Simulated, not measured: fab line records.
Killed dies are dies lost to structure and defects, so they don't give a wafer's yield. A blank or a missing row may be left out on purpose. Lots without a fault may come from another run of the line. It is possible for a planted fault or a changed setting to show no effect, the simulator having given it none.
Which tool is to blame? | flow sky130 | 21 wafers sampled from 7 lots at 1 step of a route of 708

== WHAT THE GAUGES SHOWED, per wafer ==
SKY_VT_ADJUST_HVTP_OVL_MEAS_08.
lot  | measured     | on         | VT_ADJUST_HVTP_OVL (nm)
L653 | day 6 06:30  | overlay-01 | 1.4 0.0 1.3
L655 | day 6 22:54  | overlay-01 | 1.7 -0.1 1.2
L658 | day 7 17:42  | overlay-01 | 2.5 2.4 0.8
L668 | day 10 05:57 | overlay-01 | -1.7 -0.6 -0.2
L670 | day 10 21:00 | overlay-02 | -1.4 -2.1 -1.0
L672 | day 11 09:08 | overlay-02 | -0.3 -1.7 -2.1
L675 | day 12 04:06 | overlay-01 | -0.6 -1.8 -1.4

== EACH LOT AND THE TOOL THAT RAN IT (in order: tool; ch and the chambers of the sampled wafers; start) ==
Before these readings, the record contains no process step.

== THE ANSWER, worked out from the rows above alone ==
Rule: the lots themselves supply what counts as usual. The widest of any qualifying gaps counts: lots, ordered by their means at a reading, are off when they make up no more than a third of the lots, leave a main group of 4 or more, and stand apart from it by 3 or more times the standard deviation of that group's means. If all means in a main group match to the digits the tables above print for the reading, that group is not used. Also off: a lot with no number at a reading for which 4 or more lots have one. The other lots that the step has rows for count as sound.
None of the lots is off at any reading shown; this tells nothing.

== WHAT THE SIMULATOR HAD INSERTED ==
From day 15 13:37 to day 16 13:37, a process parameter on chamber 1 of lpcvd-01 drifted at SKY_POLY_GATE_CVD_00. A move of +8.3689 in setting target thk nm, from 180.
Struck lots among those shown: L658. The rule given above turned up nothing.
